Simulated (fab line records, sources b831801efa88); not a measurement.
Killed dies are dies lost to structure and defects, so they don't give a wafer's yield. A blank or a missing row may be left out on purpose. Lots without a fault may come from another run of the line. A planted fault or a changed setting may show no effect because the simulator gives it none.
Which tool did it? | flow sky130 | 14 lots, 42 wafers sampled, at 3 steps of a route of 708

WHAT THE GAUGES READ, wafer by wafer
SKY_VT_ADJUST_HVTR_OVL_MEAS_08.
lot  | measured     | on         | VT_ADJUST_HVTR_OVL (nm)
L798 | day 9 06:48  | overlay-02 | -2.2 -0.9 -0.6
L799 | day 9 22:21  | overlay-02 | -0.5 -0.8 0.0
L800 | day 10 00:14 | overlay-01 | -1.9 -1.7 -0.1
L801 | day 10 10:12 | overlay-01 | -0.8 0.2 -1.2
L804 | day 11 08:32 | overlay-01 | 0.6 0.7 0.9
L805 | day 11 14:44 | overlay-01 | -0.3 0.3 0.4
L806 | day 11 22:57 | overlay-02 | -1.9 -2.1 -1.7
L814 | day 14 13:11 | overlay-02 | -0.3 -1.8 -3.6
L815 | day 14 19:11 | overlay-01 | 0.5 -0.3 0.6
L816 | day 14 19:29 | overlay-02 | -3.9 -2.5 -3.7
L817 | day 15 07:30 | overlay-02 | -0.1 -1.5 0.2
L818 | day 15 10:38 | overlay-02 | -3.2 -4.1 -2.5
L819 | day 15 20:11 | overlay-01 | 1.0 1.1 0.2
L820 | day 16 09:17 | overlay-02 | -1.1 -2.3 -1.9

SKY_SONOS_TUNNEL_CD_MEAS_07: target cd 410 nm.
lot  | measured     | on        | cd_nm (nm)
L798 | day 11 04:40 | cd_sem-02 | 412.8 413.7 413.7
L799 | day 11 21:05 | cd_sem-01 | 406.8 407.5 407.1
L800 | day 11 23:13 | cd_sem-02 | 402.0 403.2 402.9
L801 | day 12 09:01 | cd_sem-01 | 413.0 412.8 410.8
L804 | day 13 09:53 | cd_sem-02 | 405.5 406.1 405.3
L805 | day 13 16:34 | cd_sem-02 | 411.0 409.7 407.8
L806 | day 14 01:07 | cd_sem-01 | 407.7 407.5 408.6
L814 | day 16 20:16 | cd_sem-01 | 409.7 409.7 410.6
L815 | day 17 03:58 | cd_sem-02 | 412.4 410.6 411.1
L816 | day 17 04:08 | cd_sem-01 | 409.8 408.3 408.9
L817 | day 17 18:08 | cd_sem-02 | 412.2 409.6 410.7
L818 | day 17 20:32 | cd_sem-02 | 408.8 410.2 410.8
L819 | day 18 06:57 | cd_sem-01 | 411.4 410.6 410.6
L820 | day 18 20:41 | cd_sem-01 | 408.2 408.1 408.8

SKY_SONOS_TUNNEL_OVL_MEAS_08.
lot  | measured     | on         | SONOS_TUNNEL_OVL (nm)
L798 | day 11 04:46 | overlay-02 | -1.5 -1.5 0.5
L799 | day 11 21:10 | overlay-01 | 1.1 3.0 1.9
L800 | day 11 23:20 | overlay-01 | 1.9 1.2 1.1
L801 | day 12 09:07 | overlay-01 | 1.7 0.5 2.5
L804 | day 13 09:59 | overlay-01 | 3.4 3.0 4.7
L805 | day 13 16:41 | overlay-02 | -2.1 -1.4 0.3
L806 | day 14 01:14 | overlay-02 | -2.2 -0.5 -1.6
L814 | day 16 20:23 | overlay-01 | 4.3 3.8 2.0
L815 | day 17 04:05 | overlay-02 | -4.1 -1.7 -0.5
L816 | day 17 04:15 | overlay-01 | 0.2 0.5 1.1
L817 | day 17 18:15 | overlay-02 | 2.1 4.0 0.5
L818 | day 17 20:39 | overlay-01 | 1.4 4.8 3.0
L819 | day 18 07:03 | overlay-01 | 1.0 -0.4 2.3
L820 | day 18 20:47 | overlay-01 | 2.7 2.0 1.1

WHICH TOOL RAN EACH LOT (tool, then ch and the chambers of the sampled wafers, then the start)
The record holds no process step before these readings.

WHAT THE TOOLS THEMSELVES READ (means of the sampled wafers that have a number; where no wafer has one, the mark that the record gives instead)
The record holds no such reading with a usual standard deviation.

THE ANSWER, worked out from the rows above alone
Rule: what is usual is taken from the lots themselves. Put in order of their means at a reading, lots are off if they are a third of the lots or fewer, leave a main group of 4 or more, and stand apart from it by a gap of 3 or more times the standard deviation of the main group's means; of several such gaps the widest counts. A main group whose means are all the same, to the digits that the tables above print for the reading, isn't used. A lot without any number at a reading at which 4 lots or more have one is off too. The other lots that the step has rows for count as sound. The gauges are gone through in route order, then the tools' own readings, and for those a lot's mean is taken as printed above. The first step at which some lot is off is used, and at that step the reading that is off furthest; a lot without a number counts as furthest.
No lot is off at any reading shown: from this, nothing can be told.

WHAT THE SIMULATOR HAD PUT IN
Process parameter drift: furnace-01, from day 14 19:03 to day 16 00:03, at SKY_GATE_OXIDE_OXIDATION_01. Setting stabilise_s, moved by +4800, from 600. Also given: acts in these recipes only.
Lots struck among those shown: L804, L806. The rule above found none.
